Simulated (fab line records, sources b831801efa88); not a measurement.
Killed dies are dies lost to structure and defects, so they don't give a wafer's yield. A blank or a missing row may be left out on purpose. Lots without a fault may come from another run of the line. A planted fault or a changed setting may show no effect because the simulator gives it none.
Which tool did it? | flow sky130 | 14 lots, 42 wafers sampled, at 5 steps of a route of 708

WHAT THE GAUGES READ, wafer by wafer
SKY_METAL1_THK_MEAS_06: measures by xrf. Usual: METAL1_ALCU_THK 250.8 nm, standard deviation 2.5.
lot  | measured     | on            | METAL1_ALCU_THK (nm) | flag
L452 | day 31 20:46 | film_metro-03 | 249.9 252.1 251.7    |
L453 | day 32 02:26 | film_metro-02 | 250.2 248.5 248.7    |
L454 | day 32 15:48 | film_metro-02 | 246.1 247.5 248.6    |
L456 | day 32 22:54 | film_metro-02 | 251.4 251.9 249.1    |
L455 | day 32 23:23 | film_metro-01 | 253.6 254.7 254.0    |
L458 | day 33 22:31 | film_metro-02 | 250.2 250.3 249.1    |
L459 | day 34 07:31 | film_metro-03 | 250.9 251.7 252.5    |
L461 | day 34 19:59 | film_metro-02 | 249.3 247.7 251.7    |
L463 | day 35 13:14 | film_metro-03 | 253.8 251.9 250.4    |
L469 | day 37 15:40 | film_metro-01 | 251.3 251.3 250.6    |
L471 | day 37 17:46 | film_metro-03 | 250.8 250.6 250.4    |
L472 | day 38 00:25 | film_metro-03 | 251.4 249.0 250.0    |
L474 | day 38 16:55 | film_metro-01 | 244.1 248.0 246.4    |
L475 | day 39 02:29 | film_metro-03 | 252.8 248.8 247.7    |

SKY_METAL1_OVL_MEAS_16. Usual: METAL1_OVL -2 nm, standard deviation 5.4.
lot  | measured     | on         | METAL1_OVL (nm) | flag
L452 | day 32 23:28 | overlay-02 | -3 -2 -1        |
L453 | day 33 05:26 | overlay-02 | -6 1 3          |
L454 | day 33 18:55 | overlay-01 | -3 -9 -8        |
L456 | day 34 02:02 | overlay-01 | 3 3 3           |
L455 | day 34 02:37 | overlay-01 | -7 -11 -4       |
L458 | day 35 01:46 | overlay-01 | -6 -4 -4        |
L459 | day 35 09:50 | overlay-02 | -4 -10 -8       |
L461 | day 35 22:28 | overlay-01 | -4 9 10         |
L463 | day 36 14:50 | overlay-02 | -6 -2 4         |
L469 | day 38 17:59 | overlay-02 | 3 -2 -2         |
L471 | day 38 19:14 | overlay-02 | -3 1 2          |
L472 | day 39 01:56 | overlay-02 | 6 -4 -5         |
L474 | day 39 17:07 | overlay-01 | 8 0 -3          |
L475 | day 40 03:22 | overlay-02 | -7 0 -9         |

SKY_VIA1_CD_MEAS_12: target cd 150 nm. Usual: cd_nm 150.2 nm, standard deviation 1.5.
lot  | measured     | on        | cd_nm (nm)        | flag
L452 | day 34 03:15 | cd_sem-02 | 151.0 151.1 151.2 |
L453 | day 34 09:01 | cd_sem-02 | 151.1 150.5 151.1 |
L454 | day 34 22:39 | cd_sem-01 | 150.5 151.0 150.1 |
L456 | day 35 06:10 | cd_sem-01 | 152.4 149.5 149.4 |
L455 | day 35 06:18 | cd_sem-01 | 151.9 151.1 150.3 |
L458 | day 36 05:44 | cd_sem-01 | 151.4 149.9 150.3 |
L459 | day 36 12:50 | cd_sem-01 | 149.7 149.9 150.0 |
L461 | day 37 01:01 | cd_sem-01 | 150.0 150.7 150.9 |
L463 | day 37 18:14 | cd_sem-01 | 150.1 151.9 149.9 |
L469 | day 39 19:41 | cd_sem-01 | 149.7 149.1 149.6 |
L471 | day 39 21:48 | cd_sem-01 | 148.2 147.8 148.7 |
L472 | day 40 04:04 | cd_sem-01 | 150.4 151.6 150.8 |
L474 | day 40 22:57 | cd_sem-01 | 149.5 148.0 148.9 |
L475 | day 41 04:31 | cd_sem-01 | 150.9 148.4 149.9 |

SKY_PASSIVATION_THK_MEAS_03. Usual: PASSIVATION_CVD_02_THK 538 nm, standard deviation 6.7.
lot  | measured     | on            | PASSIVATION_CVD_02_THK (nm) | flag
L452 | day 44 04:11 | film_metro-02 | 532 533 540                 |
L453 | day 44 09:38 | film_metro-02 | 539 542 542                 |
L454 | day 44 13:34 | film_metro-04 | 537 535 548                 |
L456 | day 45 02:06 | film_metro-04 | 534 535 537                 |
L455 | day 45 02:13 | film_metro-01 | 533 527 540                 |
L458 | day 45 15:02 | film_metro-02 | 520 532 534                 |
L459 | day 45 20:57 | film_metro-04 | 522 527 531                 |
L461 | day 46 10:19 | film_metro-01 | 556 556 570 556 556 571     | OFF
L463 | day 46 23:38 | film_metro-01 | 556 565 567 555 566 567     | OFF
L469 | day 48 22:53 | film_metro-02 | 535 530 535                 |
L471 | day 49 00:03 | film_metro-01 | 536 546 543                 |
L472 | day 49 00:58 | film_metro-04 | 530 542 550                 |
L474 | day 49 09:28 | film_metro-01 | 528 531 538                 |
L475 | day 49 18:12 | film_metro-01 | 544 545 551                 |

WHICH TOOL RAN EACH LOT (tool, then ch and the chambers of the sampled wafers, then the start)
lot  | SKY_PASSIVATION_CVD_02
L452 | pecvd-04 ch 0,2, day 44 03:58
L453 | pecvd-01 ch 0,2, day 44 09:25
L454 | pecvd-03 ch 0,1,2, day 44 13:20
L456 | pecvd-04 ch 1,2, day 45 01:52
L455 | pecvd-01 ch 0,2, day 45 02:00
L458 | pecvd-04 ch 0,1, day 45 14:48
L459 | pecvd-04 ch 0,1,2, day 45 20:43
L461 | pecvd-04 ch 0,1, day 46 10:05
L463 | pecvd-04 ch 0,1, day 46 23:23
L469 | pecvd-01 ch 0,2, day 48 22:39
L471 | pecvd-03 ch 1,2, day 48 23:43
L472 | pecvd-01 ch 0,2, day 49 00:43
L474 | pecvd-03 ch 1, day 49 09:08
L475 | pecvd-03 ch 1,2, day 49 17:58
- SKY_PASSIVATION_CVD_02: deposits Si3N4, target thk 540 nm.

WHAT THE TOOLS THEMSELVES READ (means of the sampled wafers that have a number; where no wafer has one, the mark that the record gives instead)
SKY_PASSIVATION_CVD_02. Usual: heater_power_w 754 W, standard deviation 100.
lot  | tool     | heater_power_w (W) | flag
L452 | pecvd-04 | 854                |
L453 | pecvd-01 | 652                |
L454 | pecvd-03 | 825                |
L456 | pecvd-04 | 855                |
L455 | pecvd-01 | 633                |
L458 | pecvd-04 | 684                |
L459 | pecvd-04 | 747                |
L461 | pecvd-04 | 699                |
L463 | pecvd-04 | 737                |
L469 | pecvd-01 | 596                |
L471 | pecvd-03 | 830                |
L472 | pecvd-01 | 625                |
L474 | pecvd-03 | 793                |
L475 | pecvd-03 | 748                |

THE ANSWER, worked out from the rows above alone
Rule: a lot is off if the mean of its wafers that have a number lies more than 3 standard deviations from the usual mean. A lot without any number at a reading at which 4 lots or more have one is off too. The other lots that the step has rows for count as sound. The gauges are gone through in route order, then the tools' own readings, and for those a lot's mean is taken as printed above. The first step at which some lot is off is used, and at that step the reading that is off furthest; a lot without a number counts as furthest.
Off: L461, L463, at SKY_PASSIVATION_THK_MEAS_03 (PASSIVATION_CVD_02_THK).
A tool fits if, at a process step before that reading, it ran every lot that is off, and no sound lot after the first of them. The gauges at SKY_PASSIVATION_THK_MEAS_03 are tried like those tools. One fits: pecvd-04 at SKY_PASSIVATION_CVD_02. Its last sound lot is L459 (day 45 20:43), its first lot that is off L461 (day 46 10:05): a fault that began between those two fits.

WHAT THE SIMULATOR HAD PUT IN
Process parameter drift: pecvd-04, from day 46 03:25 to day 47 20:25, at SKY_PASSIVATION_CVD_02. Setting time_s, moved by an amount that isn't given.
Lots struck among those shown: L461, L463. The rule above found the same.
